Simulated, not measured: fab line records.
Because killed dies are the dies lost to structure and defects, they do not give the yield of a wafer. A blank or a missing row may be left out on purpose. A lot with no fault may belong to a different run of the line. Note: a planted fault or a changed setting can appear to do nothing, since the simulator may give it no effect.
The same fault as seen by 2 desks || flow gf180mcu || numbers are kept per desk, each desk with only its own; the story behind them comes last

DESK OF THE TOOL OWNER: cmp-02
The tool's own readings at GF_V4_CMP_26 (polishes, stops on SiO2, t overpolish 15 s, target thk 0 nm): means of the sampled wafers that have a number, for each lot that ran on this tool. A lot is out of limits, marked OUT, if its mean lies more than 4 standard deviations from the usual mean; the brackets give that distance.
Columns: A = motor_current_A at GF_V4_CMP_26, usual 11.0 A; B = overpolish_run_s at GF_V4_CMP_26, usual 15.000 s; C = time_to_endpoint_s at GF_V4_CMP_26, usual 84.6 s
{"lot": "L675", "first seen here": "day 26 09:11", "A": 12.4, "B": 15.002, "C": 84.6}
{"lot": "L676", "first seen here": "day 26 19:13", "A": 12.4, "B": 15.004, "C": 83.5}
{"lot": "L685", "first seen here": "day 29 17:34", "A": 11.6, "B": 14.995, "C": 85.6}
{"lot": "L686", "first seen here": "day 29 21:28", "A": 11.7, "B": 14.995, "C": 83.9}
{"lot": "L689", "first seen here": "day 30 15:14", "A": 11.4, "B": 14.999, "C": 81.4}
This desk's verdict: no lot among the 5 shows anything out of limits.

AT THE METROLOGY DESK
Means of the sampled wafers that have a number, per lot and without regard to the tool the lot ran on: this is what the gauges read. A lot is out of limits, marked OUT, if its mean lies more than 4 standard deviations from the usual mean; the brackets give that distance.
Columns: A = cd_nm at GF_V4_CD_MEAS_14, usual 260.2 nm; B = V4_OVL at GF_V4_OVL_MEAS_15, usual 0 nm; C = V4_W_RS at GF_V4_RS_MEAS_24, usual 0.327 ohm/sq; D = V4_W_THK at GF_V4_THK_MEAS_25, usual 350 nm; E = MIM_CVD_05_THK at GF_MIM_THK_MEAS_06, usual 42.1 nm; F = MIM_ALCU_RS at GF_MIM_RS_MEAS_10, usual 0.1604 ohm/sq; G = MIM_ALCU_THK at GF_MIM_THK_MEAS_11, usual 200.6 nm
{"lot": "L675", "first seen here": "day 26 07:59", "A": 260.0, "B": 1, "C": 0.326, "D": 349, "E": 41.9, "F": 0.1622, "G": 199.4}
{"lot": "L676", "first seen here": "day 26 17:54", "A": 260.3, "B": 0, "C": 0.325, "D": 350, "E": 41.9, "F": 0.1587, "G": 203.6}
{"lot": "L684", "first seen here": "day 29 07:55", "A": 261.5, "B": -2, "C": 0.331, "D": 350, "E": 42.7, "F": 0.1605, "G": 200.9}
{"lot": "L685", "first seen here": "day 29 16:22", "A": 259.2, "B": -4, "C": 0.330, "D": 349, "E": 42.1, "F": 0.1600, "G": 200.3}
{"lot": "L686", "first seen here": "day 29 20:17", "A": 258.8, "B": -0, "C": 0.330, "D": 347, "E": 40.9, "F": 0.1606, "G": 200.3}
{"lot": "L689", "first seen here": "day 30 13:57", "A": 259.5, "B": 6, "C": 0.329, "D": 345, "E": 42.5, "F": 0.1621, "G": 198.6}
This desk's verdict: no lot among the 6 shows anything out of limits.

ALL TOGETHER
The desk of the tool owner found nothing out of limits.
The metrology desk saw nothing out of limits.

WHAT THE SIMULATOR HAD INSERTED
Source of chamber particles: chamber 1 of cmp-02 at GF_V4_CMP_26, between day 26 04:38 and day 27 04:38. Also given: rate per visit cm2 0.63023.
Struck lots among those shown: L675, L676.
